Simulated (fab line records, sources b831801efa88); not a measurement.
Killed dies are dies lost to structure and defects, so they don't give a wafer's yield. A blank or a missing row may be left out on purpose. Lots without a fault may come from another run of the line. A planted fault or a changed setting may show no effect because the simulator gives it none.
Which tool did it? | flow gf180mcu | 14 lots, 42 wafers sampled, at 1 step of a route of 602

WHAT THE GAUGES READ, wafer by wafer
GF_CONTACT_CD_MEAS_14: target cd 220 nm.
lot  | measured     | on        | cd_nm (nm)
L761 | day 16 01:48 | cd_sem-01 | 220.4 219.8 220.4
L763 | day 16 17:07 | cd_sem-02 | 220.3 221.8 221.2
L765 | day 17 12:45 | cd_sem-02 | 218.4 219.7 218.6
L766 | day 17 22:34 | cd_sem-02 | 223.0 221.9 222.9
L767 | day 18 11:17 | cd_sem-02 | 221.0 221.2 219.8
L768 | day 18 13:38 | cd_sem-02 | 218.4 219.3 219.3
L769 | day 19 04:41 | cd_sem-02 | 218.6 218.2 216.5
L774 | day 20 21:17 | cd_sem-02 | 220.8 221.0 221.0
L775 | day 21 02:14 | cd_sem-02 | 219.3 219.7 218.9
L776 | day 21 16:50 | cd_sem-02 | 221.3 223.7 222.3
L777 | day 22 00:59 | cd_sem-01 | 217.1 219.6 218.7
L778 | day 22 06:23 | cd_sem-01 | 218.3 218.7 217.7
L781 | day 23 13:28 | cd_sem-01 | 216.8 218.1 217.7
L782 | day 23 13:30 | cd_sem-02 | 219.8 220.3 221.3

WHICH TOOL RAN EACH LOT (tool, then ch and the chambers of the sampled wafers, then the start)
The record holds no process step before these readings.

WHAT THE TOOLS THEMSELVES READ (means of the sampled wafers that have a number; where no wafer has one, the mark that the record gives instead)
The record holds no such reading with a usual standard deviation.

THE ANSWER, worked out from the rows above alone
Rule: what is usual is taken from the lots themselves. Put in order of their means at a reading, lots are off if they are a third of the lots or fewer, leave a main group of 4 or more, and stand apart from it by a gap of 3 or more times the standard deviation of the main group's means; of several such gaps the widest counts. A main group whose means are all the same, to the digits that the tables above print for the reading, isn't used. A lot without any number at a reading at which 4 lots or more have one is off too. The other lots that the step has rows for count as sound. The gauges are gone through in route order, then the tools' own readings, and for those a lot's mean is taken as printed above. The first step at which some lot is off is used, and at that step the reading that is off furthest; a lot without a number counts as furthest.
No lot is off at any reading shown: from this, nothing can be told.

WHAT THE SIMULATOR HAD PUT IN
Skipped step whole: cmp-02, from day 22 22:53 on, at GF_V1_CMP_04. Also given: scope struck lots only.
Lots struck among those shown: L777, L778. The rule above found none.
